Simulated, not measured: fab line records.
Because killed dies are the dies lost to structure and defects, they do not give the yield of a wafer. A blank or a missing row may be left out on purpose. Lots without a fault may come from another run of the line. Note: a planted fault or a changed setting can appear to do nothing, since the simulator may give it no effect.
What tool caused it? / flow sky130 / Sampling: 12 lots, 36 wafers, 5 of 708 route steps

== WHAT THE GAUGES READ, wafer by wafer ==
SKY_LOCAL_INTERCONNECT_CD_MEAS_11: the cd target is 170 nm.
lot=L482; measured=day 30 12:16; on=cd_sem-01; cd_nm (nm)=170.4 170.7 169.6
lot=L483; measured=day 30 18:11; on=cd_sem-02; cd_nm (nm)=168.2 169.1 168.6
lot=L484; measured=day 31 14:50; on=cd_sem-02; cd_nm (nm)=167.3 167.8 169.0
lot=L485; measured=day 31 17:09; on=cd_sem-01; cd_nm (nm)=172.8 171.7 171.6
lot=L490; measured=day 33 19:08; on=cd_sem-01; cd_nm (nm)=169.3 169.5 170.1
lot=L488; measured=day 33 20:56; on=cd_sem-01; cd_nm (nm)=168.0 166.2 168.9
lot=L492; measured=day 34 04:28; on=cd_sem-01; cd_nm (nm)=172.3 171.3 171.2
lot=L493; measured=day 35 01:25; on=cd_sem-01; cd_nm (nm)=168.3 168.8 169.2
lot=L494; measured=day 35 03:41; on=cd_sem-02; cd_nm (nm)=168.7 170.1 170.5
lot=L497; measured=day 35 22:43; on=cd_sem-01; cd_nm (nm)=169.8 170.3 171.3
lot=L501; measured=day 36 17:48; on=cd_sem-02; cd_nm (nm)=169.7 170.1 168.1
lot=L504; measured=day 37 12:19; on=cd_sem-02; cd_nm (nm)=169.7 169.1 169.2

SKY_LOCAL_INTERCONNECT_OVL_MEAS_12.
lot=L482; measured=day 30 12:22; on=overlay-01; LOCAL_INTERCONNECT_OVL (nm)=7 3 3
lot=L483; measured=day 30 18:17; on=overlay-01; LOCAL_INTERCONNECT_OVL (nm)=2 -5 0
lot=L484; measured=day 31 14:58; on=overlay-02; LOCAL_INTERCONNECT_OVL (nm)=4 9 5
lot=L485; measured=day 31 17:14; on=overlay-01; LOCAL_INTERCONNECT_OVL (nm)=2 6 3
lot=L490; measured=day 33 19:16; on=overlay-02; LOCAL_INTERCONNECT_OVL (nm)=0 0 0
lot=L488; measured=day 33 21:04; on=overlay-02; LOCAL_INTERCONNECT_OVL (nm)=1 -1 3
lot=L492; measured=day 34 04:34; on=overlay-01; LOCAL_INTERCONNECT_OVL (nm)=0 -4 3
lot=L493; measured=day 35 01:31; on=overlay-02; LOCAL_INTERCONNECT_OVL (nm)=3 7 10
lot=L494; measured=day 35 03:47; on=overlay-01; LOCAL_INTERCONNECT_OVL (nm)=3 3 4
lot=L497; measured=day 35 22:49; on=overlay-01; LOCAL_INTERCONNECT_OVL (nm)=-2 -3 3
lot=L501; measured=day 36 17:53; on=overlay-01; LOCAL_INTERCONNECT_OVL (nm)=5 4 4
lot=L504; measured=day 37 12:26; on=overlay-01; LOCAL_INTERCONNECT_OVL (nm)=3 -9 -2

SKY_CONTACT_THK_MEAS_03.
lot=L482; measured=day 30 13:20; on=film_metro-03; CONTACT_HDPCVD_THK (nm)=561 562 571
lot=L483; measured=day 30 19:21; on=film_metro-03; CONTACT_HDPCVD_THK (nm)=573 568 566
lot=L484; measured=day 31 15:55; on=film_metro-03; CONTACT_HDPCVD_THK (nm)=558 564 564
lot=L485; measured=day 31 18:11; on=film_metro-02; CONTACT_HDPCVD_THK (nm)=565 559 568
lot=L490; measured=day 33 20:11; on=film_metro-02; CONTACT_HDPCVD_THK (nm)=556 562 559
lot=L488; measured=day 33 22:05; on=film_metro-03; CONTACT_HDPCVD_THK (nm)=567 568 574
lot=L492; measured=day 34 05:29; on=film_metro-01; CONTACT_HDPCVD_THK (nm)=563 568 563
lot=L493; measured=day 35 02:35; on=film_metro-02; CONTACT_HDPCVD_THK (nm)=558 556 561
lot=L494; measured=day 35 04:49; on=film_metro-02; CONTACT_HDPCVD_THK (nm)=564 559 569
lot=L497; measured=day 35 23:49; on=film_metro-02; CONTACT_HDPCVD_THK (nm)=569 569 571
lot=L501; measured=day 36 18:52; on=film_metro-01; CONTACT_HDPCVD_THK (nm)=561 565 570
lot=L504; measured=day 37 13:20; on=film_metro-01; CONTACT_HDPCVD_THK (nm)=562 563 554

== WHICH TOOL RAN EACH LOT (tool, then ch and the chambers of the sampled wafers, then the start) ==
lot=L482; SKY_LOCAL_INTERCONNECT_ETCH_13=rie_metal-03 ch 1, day 30 12:24; SKY_LOCAL_INTERCONNECT_STRIP_15=plasma_asher-02 ch 0, day 30 12:31
lot=L483; SKY_LOCAL_INTERCONNECT_ETCH_13=rie_metal-01 ch 1, day 30 18:20; SKY_LOCAL_INTERCONNECT_STRIP_15=plasma_asher-04 ch 0,1, day 30 18:32
lot=L484; SKY_LOCAL_INTERCONNECT_ETCH_13=rie_metal-03 ch 0,1, day 31 15:00; SKY_LOCAL_INTERCONNECT_STRIP_15=plasma_asher-04 ch 0,1, day 31 15:07
lot=L485; SKY_LOCAL_INTERCONNECT_ETCH_13=rie_metal-03 ch 0,1, day 31 17:17; SKY_LOCAL_INTERCONNECT_STRIP_15=plasma_asher-04 ch 0,1, day 31 17:25
lot=L490; SKY_LOCAL_INTERCONNECT_ETCH_13=rie_metal-01 ch 0,1, day 33 19:18; SKY_LOCAL_INTERCONNECT_STRIP_15=plasma_asher-02 ch 0,1, day 33 19:25
lot=L488; SKY_LOCAL_INTERCONNECT_ETCH_13=rie_metal-03 ch 0, day 33 21:05; SKY_LOCAL_INTERCONNECT_STRIP_15=plasma_asher-01 ch 0,1, day 33 21:19
lot=L492; SKY_LOCAL_INTERCONNECT_ETCH_13=rie_metal-04 ch 0,1, day 34 04:36; SKY_LOCAL_INTERCONNECT_STRIP_15=plasma_asher-04 ch 0,1, day 34 04:43
lot=L493; SKY_LOCAL_INTERCONNECT_ETCH_13=rie_metal-03 ch 1, day 35 01:34; SKY_LOCAL_INTERCONNECT_STRIP_15=plasma_asher-04 ch 0,1, day 35 01:47
lot=L494; SKY_LOCAL_INTERCONNECT_ETCH_13=rie_metal-03 ch 1, day 35 03:50; SKY_LOCAL_INTERCONNECT_STRIP_15=plasma_asher-04 ch 0,1, day 35 04:04
lot=L497; SKY_LOCAL_INTERCONNECT_ETCH_13=rie_metal-01 ch 0,1, day 35 22:51; SKY_LOCAL_INTERCONNECT_STRIP_15=plasma_asher-02 ch 0,1, day 35 22:58
lot=L501; SKY_LOCAL_INTERCONNECT_ETCH_13=rie_metal-04 ch 0,1, day 36 17:56; SKY_LOCAL_INTERCONNECT_STRIP_15=plasma_asher-01 ch 0,1, day 36 18:04
lot=L504; SKY_LOCAL_INTERCONNECT_ETCH_13=rie_metal-04 ch 0,1, day 37 12:28; SKY_LOCAL_INTERCONNECT_STRIP_15=plasma_asher-01 ch 0,1, day 37 12:35
- SKY_LOCAL_INTERCONNECT_ETCH_13: etches BARC in N2/H2, stops on SiO2, time 45.9 s, target depth 60 nm.
- SKY_LOCAL_INTERCONNECT_STRIP_15: strips in O2/N2.

== AS READ BY THE TOOLS THEMSELVES (means over the sampled wafers that have a number; for cases with no such wafer, the mark the record gives instead) ==
SKY_LOCAL_INTERCONNECT_ETCH_13.
lot=L482; tool=rie_metal-03; drypump_motor_current_A (A)=5.5; oes_product_au (a.u.)=0.855; run_length_s (s)=74.6; throttle_valve_pct (%)=13.231
lot=L483; tool=rie_metal-01; drypump_motor_current_A (A)=6.6; oes_product_au (a.u.)=0.853; run_length_s (s)=74.8; throttle_valve_pct (%)=13.229
lot=L484; tool=rie_metal-03; drypump_motor_current_A (A)=5.6; oes_product_au (a.u.)=0.859; run_length_s (s)=74.3; throttle_valve_pct (%)=13.223
lot=L485; tool=rie_metal-03; drypump_motor_current_A (A)=5.7; oes_product_au (a.u.)=0.859; run_length_s (s)=74.5; throttle_valve_pct (%)=13.230
lot=L490; tool=rie_metal-01; drypump_motor_current_A (A)=6.5; oes_product_au (a.u.)=0.850; run_length_s (s)=74.5; throttle_valve_pct (%)=13.222
lot=L488; tool=rie_metal-03; drypump_motor_current_A (A)=5.7; oes_product_au (a.u.)=0.859; run_length_s (s)=74.3; throttle_valve_pct (%)=13.231
lot=L492; tool=rie_metal-04; drypump_motor_current_A (A)=5.6; oes_product_au (a.u.)=0.850; run_length_s (s)=74.3; throttle_valve_pct (%)=13.215
lot=L493; tool=rie_metal-03; drypump_motor_current_A (A)=5.5; oes_product_au (a.u.)=0.836; run_length_s (s)=76.9; throttle_valve_pct (%)=13.220
lot=L494; tool=rie_metal-03; drypump_motor_current_A (A)=5.5; oes_product_au (a.u.)=0.832; run_length_s (s)=77.1; throttle_valve_pct (%)=13.224
lot=L497; tool=rie_metal-01; drypump_motor_current_A (A)=6.4; oes_product_au (a.u.)=0.850; run_length_s (s)=74.1; throttle_valve_pct (%)=13.213
lot=L501; tool=rie_metal-04; drypump_motor_current_A (A)=6.0; oes_product_au (a.u.)=0.856; run_length_s (s)=73.9; throttle_valve_pct (%)=13.226
lot=L504; tool=rie_metal-04; drypump_motor_current_A (A)=6.0; oes_product_au (a.u.)=0.856; run_length_s (s)=74.0; throttle_valve_pct (%)=13.223

SKY_LOCAL_INTERCONNECT_STRIP_15.
lot=L482; tool=plasma_asher-02; drypump_motor_current_A (A)=5.8; oes_product_au (a.u.)=0.426; strip_time_to_endpoint_s (s)=4.762
lot=L483; tool=plasma_asher-04; drypump_motor_current_A (A)=4.9; oes_product_au (a.u.)=0.427; strip_time_to_endpoint_s (s)=4.729
lot=L484; tool=plasma_asher-04; drypump_motor_current_A (A)=4.8; oes_product_au (a.u.)=0.426; strip_time_to_endpoint_s (s)=4.721
lot=L485; tool=plasma_asher-04; drypump_motor_current_A (A)=4.8; oes_product_au (a.u.)=0.429; strip_time_to_endpoint_s (s)=4.767
lot=L490; tool=plasma_asher-02; drypump_motor_current_A (A)=6.1; oes_product_au (a.u.)=0.430; strip_time_to_endpoint_s (s)=4.737
lot=L488; tool=plasma_asher-01; drypump_motor_current_A (A)=5.6; oes_product_au (a.u.)=0.424; strip_time_to_endpoint_s (s)=4.725
lot=L492; tool=plasma_asher-04; drypump_motor_current_A (A)=4.8; oes_product_au (a.u.)=0.429; strip_time_to_endpoint_s (s)=4.738
lot=L493; tool=plasma_asher-04; drypump_motor_current_A (A)=4.8; oes_product_au (a.u.)=0.424; strip_time_to_endpoint_s (s)=4.680
lot=L494; tool=plasma_asher-04; drypump_motor_current_A (A)=4.8; oes_product_au (a.u.)=0.429; strip_time_to_endpoint_s (s)=4.673
lot=L497; tool=plasma_asher-02; drypump_motor_current_A (A)=6.1; oes_product_au (a.u.)=0.432; strip_time_to_endpoint_s (s)=4.732
lot=L501; tool=plasma_asher-01; drypump_motor_current_A (A)=5.8; oes_product_au (a.u.)=0.429; strip_time_to_endpoint_s (s)=4.730
lot=L504; tool=plasma_asher-01; drypump_motor_current_A (A)=5.5; oes_product_au (a.u.)=0.431; strip_time_to_endpoint_s (s)=4.755

== THE ANSWER, worked out from the rows above alone ==
Rule: usual is defined by the lots themselves. Put in order of their means at a reading, lots are off if they are a third of the lots or fewer, leave a main group of 4 or more, and stand apart from it by a gap of 3 or more times the standard deviation of the main group's means; of several such gaps the widest counts. A main group whose means are all the same, to the digits that the tables above print for the reading, isn't used. A lot without any number at a reading at which 4 lots or more have one is off too. Where the step has rows for the other lots, those lots are counted as sound. Order of review: gauges by route order, followed by the tools' own readings, for which a lot's mean as printed above is used. At the first step where some lot is off, the reading lying furthest off is the one used; lots without a number count as furthest.
Off: L493, L494 (SKY_LOCAL_INTERCONNECT_ETCH_13, run_length_s). The main group: mean 74.3 s, standard deviation 0.26.
A tool fits if, at that step or a process step before it, it ran every lot that is off, and no sound lot after the first of them. One candidate fits, namely rie_metal-03 at SKY_LOCAL_INTERCONNECT_ETCH_13. A fault onset in the window from L488 (day 33 21:05, its last sound lot) to L493 (day 35 01:34, its first lot off) fits.
The tool's own readings at SKY_LOCAL_INTERCONNECT_ETCH_13 bear it out: on the lots that are off they differ by more than 5 times the standard deviation of the sound lots' means. oes_product_au reads 0.834 a.u. there against 0.855 a.u. on the sound lots; run_length_s reads 77.0 s there against 74.3 s on the sound lots.

== WHAT THE SIMULATOR PUT IN ==
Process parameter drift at SKY_LOCAL_INTERCONNECT_ETCH_13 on rie_metal-03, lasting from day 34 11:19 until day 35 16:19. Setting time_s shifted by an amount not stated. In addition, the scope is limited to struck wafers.
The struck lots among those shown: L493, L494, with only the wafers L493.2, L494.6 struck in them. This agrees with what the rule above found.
